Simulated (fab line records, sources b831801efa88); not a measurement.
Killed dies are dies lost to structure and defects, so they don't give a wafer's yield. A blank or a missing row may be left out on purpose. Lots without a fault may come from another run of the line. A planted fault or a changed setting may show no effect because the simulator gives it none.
Which tool did it? | flow sky130 | 12 lots, 36 wafers sampled, at 1 step of a route of 708

WHAT THE GAUGES READ, wafer by wafer
SKY_FIELD_ISO_CD_MEAS_13: target cd 150 nm.
lot  | measured    | on        | cd_nm (nm)
L075 | day 2 12:04 | cd_sem-02 | 149.9 150.2 150.8
L077 | day 2 20:34 | cd_sem-02 | 151.4 151.6 151.6
L079 | day 3 06:31 | cd_sem-01 | 151.5 150.4 152.7
L081 | day 3 16:20 | cd_sem-01 | 152.0 152.0 150.5
L083 | day 4 03:47 | cd_sem-01 | 148.5 147.7 149.5
L085 | day 4 14:25 | cd_sem-02 | 150.9 152.2 151.7
L087 | day 5 03:17 | cd_sem-01 | 149.7 149.2 148.8
L089 | day 5 12:34 | cd_sem-02 | 150.1 151.0 149.6
L091 | day 5 21:07 | cd_sem-02 | 149.7 149.9 150.0
L093 | day 6 07:28 | cd_sem-01 | 148.4 149.6 149.8
L095 | day 6 18:40 | cd_sem-02 | 152.7 150.4 150.8
L097 | day 7 03:59 | cd_sem-01 | 149.2 151.7 149.5

WHICH TOOL RAN EACH LOT (tool, then ch and the chambers of the sampled wafers, then the start)
The record holds no process step before these readings.

THE ANSWER, worked out from the rows above alone
Rule: what is usual is taken from the lots themselves. Put in order of their means at a reading, lots are off if they are a third of the lots or fewer, leave a main group of 4 or more, and stand apart from it by a gap of 3 or more times the standard deviation of the main group's means; of several such gaps the widest counts. A main group whose means are all the same, to the digits that the tables above print for the reading, isn't used. A lot without any number at a reading at which 4 lots or more have one is off too. The other lots that the step has rows for count as sound.
No lot is off at any reading shown: from this, nothing can be told.

WHAT THE SIMULATOR HAD PUT IN
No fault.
